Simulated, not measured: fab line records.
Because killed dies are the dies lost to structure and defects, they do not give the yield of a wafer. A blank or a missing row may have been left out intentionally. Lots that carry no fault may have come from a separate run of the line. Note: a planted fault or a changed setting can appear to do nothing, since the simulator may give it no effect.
Which tool did it? + flow gf180mcu + 36 wafers from 12 lots sampled at 5 of the route's 602 steps

== WHAT EACH GAUGE READ, for each wafer ==
GF_V5_THK_MEAS_01.
| lot  | measured     | on           | V5_CVD_00_THK (nm) |
|------|--------------|--------------|--------------------|
| L075 | day 26 14:13 | filmMetro-04 | 306.2 307.9 306.4  |
| L077 | day 27 05:36 | filmMetro-01 | 301.7 304.8 304.2  |
| L079 | day 28 00:40 | filmMetro-01 | 295.2 303.1 296.2  |
| L081 | day 28 13:34 | filmMetro-02 | 300.5 304.3 301.9  |
| L083 | day 29 01:04 | filmMetro-01 | 303.5 299.5 303.2  |
| L085 | day 29 18:56 | filmMetro-01 | 299.7 303.0 302.1  |
| L087 | day 30 06:55 | filmMetro-04 | 300.2 295.8 294.5  |
| L089 | day 30 19:32 | filmMetro-02 | 300.7 304.8 301.5  |
| L091 | day 31 06:53 | filmMetro-04 | 301.3 303.0 302.4  |
| L093 | day 31 17:29 | filmMetro-02 | 297.3 299.0 300.7  |
| L094 | day 32 12:40 | filmMetro-01 | 302.0 304.7 304.6  |
| L097 | day 32 20:02 | filmMetro-04 | 301.8 300.6 296.7  |

== TOOL THAT RAN EACH LOT (tool first, then ch and the chambers of the sampled wafers, then the start) ==
| lot  | GF_CONTACT_ETCH_17                           | GF_M1_SPUTTER_04            | GF_M2_METAL_ETCH_16              | GF_M4_STRIP_17                      |
|------|----------------------------------------------|-----------------------------|----------------------------------|-------------------------------------|
| L075 | rieDiel-01 ch 0,1,3, day 16 10:36 or earlier | pvdSputter-01, day 16 10:36 | rieMetal-02 ch 0,1, day 19 11:16 | plasmaAsher-01 ch 0, day 23 16:49   |
| L077 | rieDiel-01 ch 0,1, day 17 04:56 or earlier   | pvdSputter-02, day 17 04:56 | rieMetal-03 ch 0,1, day 20 08:22 | plasmaAsher-01 ch 0,1, day 24 10:47 |
| L079 | rieDiel-04 ch 0,1,3, day 18 00:26 or earlier | pvdSputter-01, day 18 00:26 | rieMetal-03 ch 0,1, day 21 04:31 | plasmaAsher-04 ch 0,1, day 25 06:19 |
| L081 | rieDiel-04 ch 1,2, day 18 15:53 or earlier   | pvdSputter-01, day 18 15:53 | rieMetal-03 ch 0,1, day 21 20:22 | plasmaAsher-04 ch 0,1, day 25 19:51 |
| L083 | rieDiel-01 ch 0,2,3, day 19 08:09 or earlier | pvdSputter-02, day 19 08:09 | rieMetal-02 ch 0,1, day 22 10:28 | plasmaAsher-02 ch 0,1, day 26 08:19 |
| L085 | rieDiel-02 ch 0,1, day 20 07:56 or earlier   | pvdSputter-02, day 20 07:56 | rieMetal-03 ch 0,1, day 23 09:16 | plasmaAsher-02 ch 0,1, day 27 04:01 |
| L087 | rieDiel-02 ch 0,2,3, day 20 19:23 or earlier | pvdSputter-03, day 20 19:23 | rieMetal-04 ch 0,1, day 23 20:23 | plasmaAsher-01 ch 0, day 27 16:35   |
| L089 | rieDiel-04 ch 0,1,3, day 21 13:35 or earlier | pvdSputter-03, day 21 13:35 | rieMetal-02 ch 1, day 24 13:49   | plasmaAsher-01 ch 0,1, day 28 06:16 |
| L091 | rieDiel-02 ch 2,3, day 22 05:10 or earlier   | pvdSputter-03, day 22 05:10 | rieMetal-02 ch 0,1, day 25 03:19 | plasmaAsher-02 ch 0,1, day 28 17:59 |
| L093 | rieDiel-01 ch 1,2,3, day 22 21:58 or earlier | pvdSputter-01, day 22 21:58 | rieMetal-03 ch 0,1, day 25 18:27 | plasmaAsher-02 ch 0,1, day 29 07:36 |
| L094 | rieDiel-02 ch 1,2, day 23 20:41 or earlier   | pvdSputter-01, day 23 20:41 | rieMetal-02 ch 0,1, day 26 15:55 | plasmaAsher-04 ch 0,1, day 30 03:34 |
| L097 | rieDiel-01 ch 0,3, day 24 05:51 or earlier   | pvdSputter-02, day 24 05:51 | rieMetal-03 ch 0,1, day 27 01:41 | plasmaAsher-04 ch 0,1, day 30 12:42 |
- GF_CONTACT_ETCH_17: etches SiO2 in C4F8/O2/Ar, stops on CoSi2, target depth 860 nm.
- GF_M1_SPUTTER_04: material TiN, target thk 50 nm, time 41.7 s.
- GF_M2_METAL_ETCH_16: etches the open film in Cl2/BCl3, stops on SiO2, target depth 627.5 nm, time 104.6 s.
- GF_M4_STRIP_17: strips in O2/N2.

== THE ANSWER, worked out from the rows above alone ==
Rule: the usual values come from the lots themselves. Put in order of their means at a reading, lots are off if they are a third of the lots or fewer, leave a main group of 4 or more, and stand apart from it by a gap of 3 or more times the standard deviation of the main group's means; of several such gaps the widest counts. The tables above print the reading to a certain number of digits; a main group whose means all agree to those digits is not used. Also off: a lot with no number at a reading for which 4 or more lots have one. The other lots that the step has rows for count as sound.
Across all readings shown, no lot is off: no conclusion can be drawn from this.

== WHAT THE SIMULATOR HAD PUT IN ==
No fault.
